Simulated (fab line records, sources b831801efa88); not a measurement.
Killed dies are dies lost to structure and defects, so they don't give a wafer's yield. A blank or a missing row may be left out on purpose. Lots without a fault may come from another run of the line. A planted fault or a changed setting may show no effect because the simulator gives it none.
Problem report in the 8D (eight disciplines) form, filled by code | flow sky130 | the parts of the form that need people (team, actions taken, sign-off) are left out

1. THE PROBLEM
killed_at_other at SKY_PAD_OPEN_PROBE_99 reads a mean of 45.0 on 2 wafers of 2 lots; wafers without a fault read 0.3 with a standard deviation of 0.58. That is +77 standard deviations from the usual mean.
First seen on wafer L419.6, day 48 14:21, on prober-01. The record holds 36 wafers of 12 lots with a number at this step. Rule for "out", or "out of limits": more than 4 standard deviations from the usual mean. The other wafers with a number count as sound.

2. WHAT IT IS AND WHAT IT IS NOT
question                    | is                                    | is not
which readings at this step | killed_at_other, sort_bin_3_pad_short | killed_at_M0_to_M3, killed_at_M4_up, killed_at_contacts, killed_at_front_end, killed_open, killed_short, sort_bin_6_memory
which lots                  | L419, L422                            | L409, L410, L411, L412, L413, L421, L424, L427, L428, L431
which wafers of those lots  | L419.6, L422.5                        | L419.4, L419.5, L422.2, L422.6
read on which tools         | prober-01, prober-02                  | -
when                        | from day 48 14:21                     | up to then (17 sound wafers); but 17 sound wafers of L421, L422, L424, L427, L428, L431 came after

3. SUSPECTS, AND WHAT RULES EACH OUT
Counting: a tool at a process step up to the reading stays a suspect if it ran every lot that is out. Sound lots after the first of them don't rule it out here, since some wafers of a struck lot are sound.
- pecvd-02 at SKY_CAPM_CVD_00 (deposits SiO2, target thk 15.5 nm): kept. It ran every lot that is out, first L419 (day 39 19:57); its last sound lot up to then is L413 (day 37 18:21).
- rie_metal-04 at SKY_METAL4_DESCUM_15 (chemistry O2, time 8 s): kept. It ran every lot that is out, first L419 (day 44 22:22); its last sound lot up to then is L413 (day 43 01:57).
- pvd_sputter-03 at SKY_METAL5_SPUTTER_03 (material Ti, target thk 5 nm, time 3.3 s): kept. It ran every lot that is out, first L419 (day 45 22:29); its last sound lot up to then is L413 (day 44 03:52).
- Within pecvd-02 at SKY_CAPM_CVD_00: the wafers that are out ran in chamber 1; their sound lot-mates ran in chambers 0, 2.
Left after counting: pecvd-02 at SKY_CAPM_CVD_00, rie_metal-04 at SKY_METAL4_DESCUM_15, pvd_sputter-03 at SKY_METAL5_SPUTTER_03.

4. THE CAUSE (what the simulator had put in)
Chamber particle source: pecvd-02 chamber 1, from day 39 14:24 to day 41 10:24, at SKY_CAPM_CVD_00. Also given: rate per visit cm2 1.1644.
Counting left 3 suspects, and this tool is among them.

5. THE CHAIN OF EFFECTS, in route order
Each row: a reading whose mean over the struck wafers that have a number lies more than 3 standard deviations from the usual. Only readings for which the record gives a usual standard deviation are gone through. hours: the time from each lot's start at the first step in this table that gives one to its start at this step, as a median over the lots. sigmas: the change in usual standard deviations.
hours | step                  | reading              | usual  | on struck wafers | change | sigmas
0     | SKY_PAD_OPEN_PROBE_99 | defect_limited_yield | 82.7 % | 74.7             | -8.0   | -4.0
0     | SKY_PAD_OPEN_PROBE_99 | killed_at_other      | 0.3    | 45.0             | +44.7  | +77
0     | SKY_PAD_OPEN_PROBE_99 | killed_dies          | 85     | 124              | +40    | +4.0
0     | SKY_PAD_OPEN_PROBE_99 | sort_bin_3_pad_short | 0.9 %  | 4.1              | +3.2   | +7.4
0     | SKY_PAD_OPEN_PROBE_99 | sort_bin_5_function  | 10.1 % | 14.6             | +4.5   | +3.2
0     | SKY_PAD_OPEN_PROBE_99 | sort_n_pass          | 407    | 368              | -40    | -4.0
0     | SKY_PAD_OPEN_PROBE_99 | sort_yield_pct       | 82.7 % | 74.7             | -8.0   | -4.0
The process steps in it:
- SKY_PAD_OPEN_PROBE_99

6. WHAT WOULD HAVE CAUGHT IT SOONER
In this record the first reading out of limits was taken at day 48 14:21, 216 hours after the fault began at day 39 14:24.
Of the tool readings at SKY_CAPM_CVD_00 for which the record gives a usual standard deviation, none was out on any struck wafer, so an alarm limit of 4 standard deviations on them would not have fired.
All the lots that are out (2) had begun SKY_CAPM_CVD_00 on pecvd-02 by day 48 14:21. A hold on the tool at that time would have spared none of them.
